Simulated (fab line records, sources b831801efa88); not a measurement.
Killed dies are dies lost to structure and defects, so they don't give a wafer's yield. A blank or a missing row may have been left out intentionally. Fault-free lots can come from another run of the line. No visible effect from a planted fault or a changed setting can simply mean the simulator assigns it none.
Code-filled problem report in 8D (eight disciplines) form || flow sky130 || the parts of the form that need people (team, actions taken, sign-off) are left out

== 1. THE ISSUE ==
VT_ADJUST_LVTN_2_TW at SKY_VT_ADJUST_LVTN_TW_MEAS_21 reads a mean of 29.7 on 3 wafers of 1 lot; wafers without a fault read 188.4 with a standard deviation of 1.6. That is -99 or more standard deviations from the usual mean.
The first sign was on wafer L793.1 at day 10 09:13, on film metro-03. At this step, 33 wafers from 11 lots have a number in the record. The rule behind "out" and "out of limits": a value lying over 4 standard deviations away from the usual mean. The rest of the wafers with a number are treated as sound.

== 2. WHAT THIS IS AND IS NOT ==
{"question": "which readings at this step", "is": "VT_ADJUST_LVTN_2_TW", "is not": "-"}
{"question": "which lots", "is": "L793", "is not": "L784, L786, L787, L791, L792, L795, L796, L797, L805, L806"}
{"question": "which wafers of those lots", "is": "all that have a number", "is not": "-"}
{"question": "read on which gauges", "is": "film metro-03", "is not": "film metro-01, film metro-02"}
{"question": "when", "is": "from day 10 09:13", "is not": "up to then (15 sound wafers); but 15 sound wafers of L795, L796, L797, L805, L806 came after"}

== 3. SUSPECTS, AND WHAT RULES EACH OUT ==
Counting: a tool at a process step up to the reading stays a suspect if it ran every lot that is out and no sound lot after the first of them.
- ruled out: the gauge at SKY_VT_ADJUST_LVTN_TW_MEAS_21. All the wafers that are out were read on film metro-03, but those of them that SKY_VT_ADJUST_LVTN_STRIP_09 has rows for are out there too, on other tools.
- plasma asher-04 at SKY_VT_ADJUST_LVTN_STRIP_09 (strips in O2/N2): ruled out as a lasting fault. Sound lots L805, L806 ran on it after its first lot that is out, L793 (day 9 10:31).
- plasma asher-01 at SKY_VT_ADJUST_LVTN_STRIP_20 (strips in O2/N2): ruled out as a lasting fault. Sound lots L796, L797, L805 ran on it after its first lot that is out, L793 (day 10 09:07).
Left after counting: nothing in the record.

== 4. THE CAUSE (what the simulator had put in) ==
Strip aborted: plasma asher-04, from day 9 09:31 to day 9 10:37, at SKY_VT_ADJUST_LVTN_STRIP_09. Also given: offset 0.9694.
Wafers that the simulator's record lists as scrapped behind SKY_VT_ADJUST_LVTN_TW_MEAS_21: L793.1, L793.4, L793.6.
It was ruled out by counting, in error; the rule expects a fault to strike all lots run on its tool from its start on, and this fault did not.

== 5. THE EFFECT CHAIN, in route order ==
Each row: a reading whose mean over the struck wafers that have a number lies more than 3 standard deviations from the usual. Only readings for which the record gives a usual standard deviation are gone through. hours: the time from each lot's start at the first step in this table that gives one to its start at this step, as a median over the lots. sigmas: the change in usual standard deviations.
{"hours": 0, "step": "SKY_VT_ADJUST_LVTN_STRIP_09", "reading": "oes product au", "usual": "0.722 a.u.", "on struck wafers": 0.885, "change": "+0.163", "sigmas": "+33"}
{"hours": 23, "step": "SKY_VT_ADJUST_LVTN_STRIP_20", "reading": "strip time to endpoint s", "usual": "14.20 s", "on struck wafers": 49.09, "change": "+34.89", "sigmas": "+99 or more"}
{"hours": 23, "step": "SKY_VT_ADJUST_LVTN_TW_MEAS_21", "reading": "VT_ADJUST_LVTN_2_TW", "usual": 188.4, "on struck wafers": 29.7, "change": -158.7, "sigmas": "-99 or more"}
Here are the process steps it includes:
- SKY_VT_ADJUST_LVTN_STRIP_09: strips in O2/N2.
- SKY_VT_ADJUST_LVTN_STRIP_20: strips in O2/N2.
Readings that are blank on the struck wafers while sound wafers have them: strip time to endpoint s at SKY_VT_ADJUST_LVTN_STRIP_09.

== 6. HOW IT WOULD HAVE BEEN CAUGHT EARLIER ==
Counted from the fault's start at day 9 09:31, it took 24 hours until the first out-of-limits reading at a measuring or inspecting step in this record, taken at day 10 09:13.
The tool's own readings at SKY_VT_ADJUST_LVTN_STRIP_09 were out on every struck wafer that the step has a row for (oes product au): an alarm limit on them would have fired on the first of those.
